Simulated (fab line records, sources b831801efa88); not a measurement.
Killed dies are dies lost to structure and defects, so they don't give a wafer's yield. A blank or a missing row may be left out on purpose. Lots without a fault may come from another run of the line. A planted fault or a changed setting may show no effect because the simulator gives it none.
fab line records | flow gf180mcu
record lots=24 wafers=72 last_day=36
route steps=602 shown PSD@259 SAB@274 SALICIDE@284 M1@315 V1@338
lots that met no fault: from a run of the same line without faults
start_h: hours from the record's first day to the start of the lot's first wafer shown | wait_h: hours since the lot's step before | " the same as in the row above | L1.1+2: a row that stands for several wafers | - no value, or no start given | * or withheld: withheld | < > ~ a bound
route shown NAME@n: a module of which the file shows steps, and the number in the route of the first | usual: mean/standard deviation of fault-free wafers | same: alike in all rows | chamber/n: place in a boat | sites: the reading at each site | _std_site: their standard deviation | _edge_site: outer sites' mean less inner sites' | radius_mm: how far each site lies from the wafer's centre | mask NAME#n: copy n | behind: the tool/chamber that last shaped the wafer | hold: why the lot was held/for how many hours/how that ended | device: the transistor (n, p or np) that didn't switch | end of line: the same wafers' tests at the end of the route | a step without rows: its recipe alone | killed: dies lost to structure and defects at the first sort, not the wafer's yield | map: a wafer's dies, x killed, . not, _ none there
set.NAME: the setting as run; set.NAME@STEP: as run at that earlier step | model.NAME: the simulator's own value behind a step, which no gauge read
steps of the route over a sample of lots; a table a step, a row a wafer
services: from which hour (start_h, from the record's first day; less than 0 if before it) a tool's chamber was out of use, for how many hours, and why
## steps
# step GF_PSD_TW_MEAS_11
# usual PSD_TW=3161/36
# columns lot.wafer tool chamber start_h wait_h PSD_TW
L074.1 film_metro-01 - 356.56 0.1 3160
L074.3 " - " " 3174
L074.4 " - " " 3149
L075.1 film_metro-04 - 368.66 0.1 3111
L075.2 " - " " 3126
L075.3 " - " " 3113
L076.1 film_metro-01 - 371.92 0.1 3168
L076.2 " - " " 3165
L076.5 " - " " 3163
L077.2 film_metro-04 - 385.82 0.1 3133
L077.4 " - " " 3110
L077.5 " - " " 3116
L078.2 film_metro-04 - 396.17 0.1 3112
L078.3 " - " " 3097
L078.6 " - " " 3109
L079.2 film_metro-02 - 404.72 0.1 3207
L079.4 " - " " 3195
L079.6 " - " " 3191
L080.1 film_metro-01 - 409.41 0.1 3210
L080.2 " - " " 3202
L080.5 " - " " 3208
L081.2 film_metro-04 - 416.08 0.1 3099
L081.3 " - " " 3109
L081.6 " - " " 3104
L082.1 film_metro-04 - 425.91 0.1 3100
L082.2 " - " " 3121
L082.4 " - " " 3096
L083.2 film_metro-04 - 431.77 0.1 3113
L083.5 " - " " 3117
L083.6 " - " " 3121
L084.1 film_metro-01 - 438.66 0.1 3181
L084.4 " - " " 3181
L084.5 " - " " 3178
L085.3 film_metro-01 - 446.44 0.1 3180
L085.4 " - " " 3156
L085.6 " - " " 3187
L086.2 film_metro-02 - 461.57 0.1 3183
L086.3 " - " " 3190
L086.6 " - " " 3190
L087.2 film_metro-01 - 466.97 0.1 3194
L087.3 " - " " 3190
L087.4 " - " " 3186
L088.1 film_metro-04 - 471.37 0.1 3109
L088.2 " - " " 3129
L088.5 " - " " 3109
L089.1 film_metro-02 - 478.81 0.1 3185
L089.2 " - " " 3181
L089.4 " - " " 3192
L090.2 film_metro-04 - 489.78 0.1 3133
L090.5 " - " " 3127
L090.6 " - " " 3108
L091.1 film_metro-01 - 500.36 0.1 3194
L091.2 " - " " 3176
L091.6 " - " " 3189
L092.4 film_metro-02 - 508.59 0.1 3200
L092.5 " - " " 3190
L092.6 " - " " 3193
L093.2 film_metro-01 - 510.68 0.1 3196
L093.3 " - " " 3174
L093.5 " - " " 3186
L094.2 film_metro-02 - 516.62 0.1 3186
L094.4 " - " " 3188
L094.6 " - " " 3189
L095.2 film_metro-02 - 524.82 0.1 3174
L095.5 " - " " 3192
L095.6 " - " " 3200
L096.4 film_metro-02 - 534.59 0.1 3180
L096.5 " - " " 3178
L096.6 " - " " 3201
L097.3 film_metro-02 - 534.88 0.1 3196
L097.4 " - " " 3194
L097.6 " - " " 3196
# step GF_SAB_OVL_MEAS_10
# usual SAB_OVL=-0.1/1.3
# columns lot.wafer tool chamber start_h wait_h SAB_OVL[nm]
L074.1 overlay-02 - 380.89 0.1 -1.4
L074.3 " - " " -2.1
L074.4 " - " " -2.1
L075.1 overlay-01 - 393.12 0.1 -3.0
L075.2 " - " " -3.1
L075.3 " - " " -0.5
L076.1 overlay-01 - 396.49 0.1 -1.1
L076.2 " - " " 0.9
L076.5 " - " " 0.5
L077.2 overlay-01 - 410.23 0.1 -1.4
L077.4 " - " " -1.1
L077.5 " - " " 0.0
L078.2 overlay-01 - 421.63 0.1 0.0
L078.3 " - " " 2.5
L078.6 " - " " 2.1
L079.2 overlay-02 - 434.63 0.1 0.3
L079.4 " - " " 0.6
L079.6 " - " " -0.3
L080.1 overlay-02 - 435.49 0.1 0.5
L080.2 " - " " -1.0
L080.5 " - " " -1.1
L081.2 overlay-01 - 442.54 0.1 1.8
L081.3 " - " " 0.3
L081.6 " - " " -0.9
L082.1 overlay-01 - 452.07 0.1 1.6
L082.2 " - " " 0.1
L082.4 " - " " 1.8
L083.2 overlay-02 - 458.28 0.1 -0.1
L083.5 " - " " 0.1
L083.6 " - " " -2.2
L084.1 overlay-02 - 465.03 0.1 -0.2
L084.4 " - " " -0.4
L084.5 " - " " 0.5
L085.3 overlay-02 - 472.34 0.1 -2.1
L085.4 " - " " -0.9
L085.6 " - " " 0.8
L086.2 overlay-01 - 487.78 0.1 1.1
L086.3 " - " " 0.7
L086.6 " - " " 0.8
L087.2 overlay-01 - 492.23 0.1 0.7
L087.3 " - " " 0.5
L087.4 " - " " 1.4
L088.1 overlay-02 - 499.94 0.1 -1.5
L088.2 " - " " -2.1
L088.5 " - " " -0.8
L089.1 overlay-02 - 504.04 0.1 -0.5
L089.2 " - " " -1.2
L089.4 " - " " -2.0
L090.2 overlay-01 - 515.59 0.1 0.8
L090.5 " - " " 1.9
L090.6 " - " " 1.7
L091.1 overlay-01 - 525.89 0.1 -0.6
L091.2 " - " " -0.6
L091.6 " - " " -1.8
L092.4 overlay-01 - 533.64 0.1 -1.7
L092.5 " - " " -1.9
L092.6 " - " " -0.1
L093.2 overlay-01 - 535.29 0.1 -0.4
L093.3 " - " " 2.2
L093.5 " - " " 0.9
L094.2 overlay-01 - 541.63 0.1 -0.1
L094.4 " - " " 0.5
L094.6 " - " " -1.2
L095.2 overlay-01 - 549.53 0.1 1.8
L095.5 " - " " 0.6
L095.6 " - " " 1.5
L096.4 overlay-01 - 559.00 0.1 -0.5
L096.5 " - " " 1.7
L096.6 " - " " 0.6
L097.3 overlay-02 - 559.15 0.1 -1.6
L097.4 " - " " -1.4
L097.6 " - " " -0.7
# step GF_SALICIDE_RTA_06
# recipe temp_c=530 time_s=30 ambient=N2
# usual lamp_power_pct=6.1/0.48 wafer_temp_C_max=532.5/0.71
# columns lot.wafer tool chamber start_h wait_h lamp_power_pct wafer_temp_C_max
L074.1 rtp_anneal-01 0 381.51 0.1 5.7 532.6
L074.3 " 0 " " 5.7 532.8
L074.4 " 0 " " 5.7 532.3
L075.1 rtp_anneal-02 0 393.74 0.1 6.7 532.6
L075.2 " 0 " " 6.7 533.8
L075.3 " 0 " " 6.7 533.1
L076.1 rtp_anneal-01 0 397.12 0.1 5.7 531.9
L076.2 " 0 " " 5.7 531.7
L076.5 " 0 " " 5.7 532.1
L077.2 rtp_anneal-01 0 410.85 0.1 5.7 531.8
L077.4 " 0 " " 5.7 531.6
L077.5 " 0 " " 5.7 531.6
L078.2 rtp_anneal-01 0 422.25 0.1 5.7 532.5
L078.3 " 0 " " 5.7 532.8
L078.6 " 0 " " 5.7 532.2
L079.2 rtp_anneal-02 0 435.25 0.1 6.7 533.4
L079.4 " 0 " " 6.7 532.8
L079.6 " 0 " " 6.7 533.3
L080.1 rtp_anneal-02 0 436.10 0.1 6.7 533.0
L080.2 " 0 " " 6.7 532.6
L080.5 " 0 " " 6.7 532.4
L081.2 rtp_anneal-01 0 443.16 0.1 5.7 532.4
L081.3 " 0 " " 5.7 532.6
L081.6 " 0 " " 5.7 531.9
L082.1 rtp_anneal-01 0 452.68 0.1 5.7 531.5
L082.2 " 0 " " 5.7 532.2
L082.4 " 0 " " 5.7 532.1
L083.2 rtp_anneal-01 0 458.93 0.1 5.7 532.3
L083.5 " 0 " " 5.7 532.0
L083.6 " 0 " " 5.7 532.1
L084.1 rtp_anneal-02 0 465.65 0.1 6.7 533.8
L084.4 " 0 " " 6.7 532.2
L084.5 " 0 " " 6.7 533.7
L085.3 rtp_anneal-01 0 472.98 0.1 5.7 531.6
L085.4 " 0 " " 5.7 532.3
L085.6 " 0 " " 5.7 532.5
L086.2 rtp_anneal-02 0 488.40 0.1 6.7 533.2
L086.3 " 0 " " 6.7 533.7
L086.6 " 0 " " 6.7 532.5
L087.2 rtp_anneal-02 0 492.86 0.1 6.7 534.5
L087.3 " 0 " " 6.7 533.4
L087.4 " 0 " " 6.7 532.7
L088.1 rtp_anneal-02 0 500.56 0.1 6.7 535.1
L088.2 " 0 " " 6.7 532.9
L088.5 " 0 " " 6.7 533.2
L089.1 rtp_anneal-01 0 504.65 0.1 5.7 531.9
L089.2 " 0 " " 5.7 531.5
L089.4 " 0 " " 5.7 532.6
L090.2 rtp_anneal-01 0 516.20 0.1 5.7 533.5
L090.5 " 0 " " 5.7 531.7
L090.6 " 0 " " 5.7 531.6
L091.1 rtp_anneal-01 0 526.50 0.1 5.7 531.7
L091.2 " 0 " " 5.7 531.5
L091.6 " 0 " " 5.7 532.2
L092.4 rtp_anneal-01 0 534.28 0.1 5.7 532.9
L092.5 " 0 " " 5.7 532.9
L092.6 " 0 " " 5.7 533.0
L093.2 rtp_anneal-01 0 535.90 0.1 5.7 532.5
L093.3 " 0 " " 5.7 533.1
L093.5 " 0 " " 5.7 533.1
L094.2 rtp_anneal-02 0 542.24 0.1 6.7 532.2
L094.4 " 0 " " 6.7 533.7
L094.6 " 0 " " 6.7 532.8
L095.2 rtp_anneal-01 0 550.17 0.1 5.7 532.0
L095.5 " 0 " " 5.7 532.0
L095.6 " 0 " " 5.7 531.6
L096.4 rtp_anneal-02 0 559.66 0.1 6.7 532.8
L096.5 " 0 " " 6.7 533.1
L096.6 " 0 " " 6.7 533.6
L097.3 rtp_anneal-01 0 559.78 0.1 5.7 532.0
L097.4 " 0 " " 5.7 531.9
L097.6 " 0 " " 5.7 531.7
# step GF_M1_SPUTTER_00
# recipe material=Ti target_thk_nm=37.5 arriving_ion_energy_ev=80 substrate_temp_c=200 chamber_pressure_pa=2 power_w=4000 time_s=150
# usual substrate_temp_c=200.02/0.17 throttle_valve_pct=29.9/1
# columns lot.wafer tool chamber start_h wait_h substrate_temp_c throttle_valve_pct
L074.1 pvd_sputter-01 - 408.30 0.1 200.12 29.7
L074.3 " - " " 200.06 28.8
L074.4 " - " " 199.98 30.3
L075.1 pvd_sputter-01 - 420.60 0.2 200.14 30.0
L075.2 " - " " 199.62 30.6
L075.3 " - " " 199.76 28.7
L076.1 pvd_sputter-04 - 424.88 0.2 200.09 31.3
L076.2 " - " " 200.01 32.0
L076.5 " - " " 200.15 28.9
L077.2 pvd_sputter-01 - 438.45 0.2 200.14 30.5
L077.4 " - " " 200.09 28.9
L077.5 " - " " 200.19 30.6
L078.2 pvd_sputter-01 - 450.31 0.2 199.97 30.5
L078.3 " - " " 199.88 30.3
L078.6 " - " " 199.67 30.8
L079.2 pvd_sputter-01 - 462.97 0.2 199.84 30.3
L079.4 " - " " 199.92 30.5
L079.6 " - " " 200.05 30.1
L080.1 pvd_sputter-01 - 464.41 0.2 199.71 30.6
L080.2 " - " " 200.07 28.8
L080.5 " - " " 199.73 30.8
L081.2 pvd_sputter-01 - 471.70 0.2 200.54 30.6
L081.3 " - " " 200.25 30.8
L081.6 " - " " 200.03 30.0
L082.1 pvd_sputter-01 - 480.31 0.2 199.84 28.6
L082.2 " - " " 200.16 30.3
L082.4 " - " " 199.61 30.7
L083.2 pvd_sputter-01 - 486.67 0.1 200.03 30.7
L083.5 " - " " 200.20 30.0
L083.6 " - " " 200.06 30.3
L084.1 pvd_sputter-04 - 493.20 0.2 200.12 31.3
L084.4 " - " " 200.16 32.0
L084.5 " - " " 200.54 32.5
L085.3 pvd_sputter-01 - 499.31 0.1 199.91 28.8
L085.4 " - " " 199.81 30.4
L085.6 " - " " 200.07 30.4
L086.2 pvd_sputter-02 - 515.31 0.2 200.26 30.5
L086.3 " - " " 200.07 29.4
L086.6 " - " " 199.86 30.2
L087.2 pvd_sputter-01 - 520.05 0.1 200.09 30.4
L087.3 " - " " 200.05 30.4
L087.4 " - " " 199.95 28.7
L088.1 pvd_sputter-01 - 527.80 0.2 199.97 30.5
L088.2 " - " " 200.21 30.1
L088.5 " - " " 199.94 28.7
L089.1 pvd_sputter-02 - 531.62 0.2 200.09 27.4
L089.2 " - " " 199.87 29.7
L089.4 " - " " 200.27 30.2
L090.2 pvd_sputter-04 - 542.70 0.1 200.07 28.5
L090.5 " - " " 199.91 31.1
L090.6 " - " " 200.20 29.4
L091.1 pvd_sputter-04 - 552.61 0.1 199.92 28.6
L091.2 " - " " 199.89 29.6
L091.6 " - " " 200.12 30.8
L092.4 pvd_sputter-01 - 560.74 0.1 199.92 30.4
L092.5 " - " " 200.01 30.8
L092.6 " - " " 200.16 28.8
L093.2 pvd_sputter-04 - 561.97 0.2 199.88 28.7
L093.3 " - " " 199.92 32.2
L093.5 " - " " 199.98 32.1
L094.2 pvd_sputter-02 - 569.14 0.2 200.09 30.1
L094.4 " - " " 200.16 29.4
L094.6 " - " " 200.18 29.6
L095.2 pvd_sputter-02 - 576.62 0.1 199.74 29.6
L095.5 " - " " 199.83 29.8
L095.6 " - " " 200.15 29.9
L096.4 pvd_sputter-01 - 585.10 0.1 200.12 30.2
L096.5 " - " " 200.24 30.4
L096.6 " - " " 200.18 30.1
L097.3 pvd_sputter-02 - 585.16 0.2 200.04 30.4
L097.4 " - " " 199.99 30.2
L097.6 " - " " 200.00 29.6
# step GF_M1_RS_MEAS_05
# recipe thk_meas_gauge=four-point-probe reads=TiN_of_M1_SPUTTER_04+Ti_of_M1_SPUTTER_03+AlCu_of_M1_SPUTTER_02+TiN_of_M1_SPUTTER_01+Ti_of_M1_SPUTTER_00
# usual M1_ALCU_RS=0.0701/0.00068
# columns lot.wafer tool chamber start_h wait_h M1_ALCU_RS[ohm/sq]
L074.1 film_metro-01 - 408.52 0.0 0.0709
L074.3 " - " " 0.0705
L074.4 " - " " 0.0697
L075.1 film_metro-02 - 420.82 0.0 0.0704
L075.2 " - " " 0.0699
L075.3 " - " " 0.0699
L076.1 film_metro-04 - 425.10 0.0 0.0697
L076.2 " - " " 0.0699
L076.5 " - " " 0.0695
L077.2 film_metro-02 - 438.69 0.0 0.0697
L077.4 " - " " 0.0705
L077.5 " - " " 0.0697
L078.2 film_metro-02 - 450.55 0.0 0.0698
L078.3 " - " " 0.0697
L078.6 " - " " 0.0694
L079.2 film_metro-04 - 463.21 0.0 0.0705
L079.4 " - " " 0.0702
L079.6 " - " " 0.0694
L080.1 film_metro-02 - 464.63 0.0 0.0688
L080.2 " - " " 0.0690
L080.5 " - " " 0.0691
L081.2 film_metro-02 - 471.94 0.0 0.0702
L081.3 " - " " 0.0703
L081.6 " - " " 0.0708
L082.1 film_metro-01 - 480.53 0.0 0.0711
L082.2 " - " " 0.0700
L082.4 " - " " 0.0699
L083.2 film_metro-01 - 486.91 0.0 0.0698
L083.5 " - " " 0.0706
L083.6 " - " " 0.0697
L084.1 film_metro-01 - 493.42 0.0 0.0713
L084.4 " - " " 0.0703
L084.5 " - " " 0.0701
L085.3 film_metro-02 - 499.57 0.1 0.0708
L085.4 " - " " 0.0702
L085.6 " - " " 0.0697
L086.2 film_metro-01 - 515.78 0.1 0.0689
L086.3 " - " " 0.0693
L086.6 " - " " 0.0712
L087.2 film_metro-01 - 520.29 0.0 0.0706
L087.3 " - " " 0.0691
L087.4 " - " " 0.0700
L088.1 film_metro-04 - 528.02 0.0 0.0708
L088.2 " - " " 0.0703
L088.5 " - " " 0.0704
L089.1 film_metro-01 - 531.84 0.0 0.0721
L089.2 " - " " 0.0710
L089.4 " - " " 0.0726
L090.2 film_metro-04 - 542.94 0.0 0.0701
L090.5 " - " " 0.0714
L090.6 " - " " 0.0702
L091.1 film_metro-02 - 552.83 0.0 0.0693
L091.2 " - " " 0.0691
L091.6 " - " " 0.0711
L092.4 film_metro-04 - 561.02 0.1 0.0688
L092.5 " - " " 0.0697
L092.6 " - " " 0.0694
L093.2 film_metro-02 - 562.21 0.0 0.0703
L093.3 " - " " 0.0698
L093.5 " - " " 0.0696
L094.2 film_metro-04 - 569.38 0.0 0.0711
L094.4 " - " " 0.0707
L094.6 " - " " 0.0702
L095.2 film_metro-04 - 576.86 0.0 0.0697
L095.5 " - " " 0.0697
L095.6 " - " " 0.0710
L096.4 film_metro-01 - 585.38 0.1 0.0699
L096.5 " - " " 0.0697
L096.6 " - " " 0.0694
L097.3 film_metro-04 - 585.42 0.1 0.0687
L097.4 " - " " 0.0704
L097.6 " - " " 0.0695
# step GF_V1_THK_MEAS_03
# recipe reads=SiO2_of_V1_CVD_02
# usual V1_CVD_02_THK=844/15
# columns lot.wafer tool chamber start_h wait_h V1_CVD_02_THK[nm]
L074.1 film_metro-03 - 434.91 0.0 839
L074.3 " - " " 830
L074.4 " - " " 841
L075.1 film_metro-02 - 448.05 0.0 828
L075.2 " - " " 855
L075.3 " - " " 814
L076.1 film_metro-02 - 451.41 0.0 851
L076.2 " - " " 824
L076.5 " - " " 839
L077.2 film_metro-01 - 465.24 0.0 847
L077.4 " - " " 859
L077.5 " - " " 890
L078.2 film_metro-02 - 476.80 0.0 858
L078.3 " - " " 832
L078.6 " - " " 856
L079.2 film_metro-02 - 489.43 0.0 831
L079.4 " - " " 862
L079.6 " - " " 847
L080.1 film_metro-01 - 491.46 0.0 854
L080.2 " - " " 827
L080.5 " - " " 860
L081.2 film_metro-01 - 497.71 0.0 835
L081.3 " - " " 837
L081.6 " - " " 849
L082.1 film_metro-02 - 507.26 0.0 837
L082.2 " - " " 838
L082.4 " - " " 857
L083.2 film_metro-03 - 511.74 0.0 853
L083.5 " - " " 840
L083.6 " - " " 858
L084.1 film_metro-02 - 519.58 0.0 834
L084.4 " - " " 874
L084.5 " - " " 860
L085.3 film_metro-03 - 525.68 0.1 845
L085.4 " - " " 844
L085.6 " - " " 854
L086.2 film_metro-03 - 540.27 0.0 826
L086.3 " - " " 828
L086.6 " - " " 844
L087.2 film_metro-02 - 545.38 0.2 840
L087.3 " - " " 822
L087.4 " - " " 838
L088.1 film_metro-02 - 553.15 0.0 824
L088.2 " - " " 826
L088.5 " - " " 844
L089.1 film_metro-03 - 556.58 0.0 813
L089.2 " - " " 845
L089.4 " - " " 834
L090.2 film_metro-02 - 568.16 0.0 834
L090.5 " - " " 852
L090.6 " - " " 862
L091.1 film_metro-03 - 577.31 0.0 823
L091.2 " - " " 824
L091.6 " - " " 866
L092.4 film_metro-02 - 585.18 0.0 835
L092.5 " - " " 829
L092.6 " - " " 862
L093.2 film_metro-01 - 586.88 0.0 865
L093.3 " - " " 851
L093.5 " - " " 870
L094.2 film_metro-03 - 593.84 0.0 833
L094.4 " - " " 843
L094.6 " - " " 849
L095.2 film_metro-02 - 600.77 0.0 815
L095.5 " - " " 841
L095.6 " - " " 842
L096.4 film_metro-03 - 608.92 0.0 841
L096.5 " - " " 862
L096.6 " - " " 837
L097.3 film_metro-03 - 609.07 0.1 829
L097.4 " - " " 848
L097.6 " - " " 836
## services
# columns tool chamber start_h hours kind
pvd_sputter-04 1 394.10 - consumable_replace:kit
pvd_sputter-04 1 394.10 18.0 scheduled_down
pvd_sputter-04 1 394.10 18.0 vent_cycle
pvd_sputter-02 - 428.06 11.3 repair
pvd_sputter-02 - 438.24 3.4 repair
pvd_sputter-02 - 440.10 2.0 repair
pvd_sputter-01 0 452.86 - consumable_replace:kit
pvd_sputter-01 0 452.86 18.0 scheduled_down
pvd_sputter-01 0 452.86 18.0 vent_cycle
pvd_sputter-02 1 455.98 - consumable_replace:kit
pvd_sputter-02 1 455.98 18.0 scheduled_down
pvd_sputter-02 1 455.98 18.0 vent_cycle
pvd_sputter-02 - 476.50 1.9 repair
pvd_sputter-04 0 542.92 - consumable_replace:kit
pvd_sputter-04 0 542.92 18.0 scheduled_down
pvd_sputter-04 0 542.92 18.0 vent_cycle
pvd_sputter-04 - 567.00 1.2 repair
## key
fault none
